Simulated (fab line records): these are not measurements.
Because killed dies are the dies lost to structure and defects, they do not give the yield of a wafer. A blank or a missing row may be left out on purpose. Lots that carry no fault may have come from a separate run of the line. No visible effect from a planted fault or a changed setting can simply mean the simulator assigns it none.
Chamber matching || flow gf180mcu || GF_V1_ETCH_16 on rie-diel-03 has 4 sister chambers
The step etches BARC in N2/H2. 4 wafers are shown with their chamber, then 7 later ones without.

## EACH WAFER AND ITS CHAMBER
{"wafer": "L080.3", "chamber": 2, "drypump-motor-current-A (A)": 6.1}
{"wafer": "L082.5", "chamber": 1, "drypump-motor-current-A (A)": 5.7}
{"wafer": "L089.2", "chamber": 0, "drypump-motor-current-A (A)": 5.5}
{"wafer": "L089.3", "chamber": 3, "drypump-motor-current-A (A)": 6.3}

## WAFERS WHOSE CHAMBER IS MISSING
{"wafer": "L089.5", "drypump-motor-current-A (A)": 6.1}
{"wafer": "L094.1", "drypump-motor-current-A (A)": 5.7}
{"wafer": "L094.4", "drypump-motor-current-A (A)": 6.2}
{"wafer": "L094.6", "drypump-motor-current-A (A)": 5.5}
{"wafer": "L097.4", "drypump-motor-current-A (A)": 5.5}
{"wafer": "L097.5", "drypump-motor-current-A (A)": 6.1}
{"wafer": "L097.6", "drypump-motor-current-A (A)": 6.3}

## CHAMBER TAKEN BY EACH
{"wafer": "L089.5", "from the rows above": 2, "in truth": 2}
{"wafer": "L094.1", "from the rows above": 1, "in truth": 1}
{"wafer": "L094.4", "from the rows above": "can't be placed: 3 or 2", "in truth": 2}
{"wafer": "L094.6", "from the rows above": 0, "in truth": 0}
{"wafer": "L097.4", "from the rows above": 0, "in truth": 0}
{"wafer": "L097.5", "from the rows above": 2, "in truth": 2}
{"wafer": "L097.6", "from the rows above": 3, "in truth": 3}
Placed correctly: 6 of 7. Not placeable from these rows: 1 (in 1, the candidates include the true chamber). 0 placed wrongly.
How it was worked out, from the rows above alone: a wafer's distance from a chamber is the root of the sum, over the readings, of the square of ((its reading less the chamber's mean) divided by the reading's scatter). The wafer belongs to the nearest chamber; if the next one is less than 2 further off, it can't be placed. A chamber's mean is the mean of its shown wafers. The scatter (one wafer shown for each chamber): square how far every hidden wafer sits from the nearest shown wafer, average those squares and take the square root.
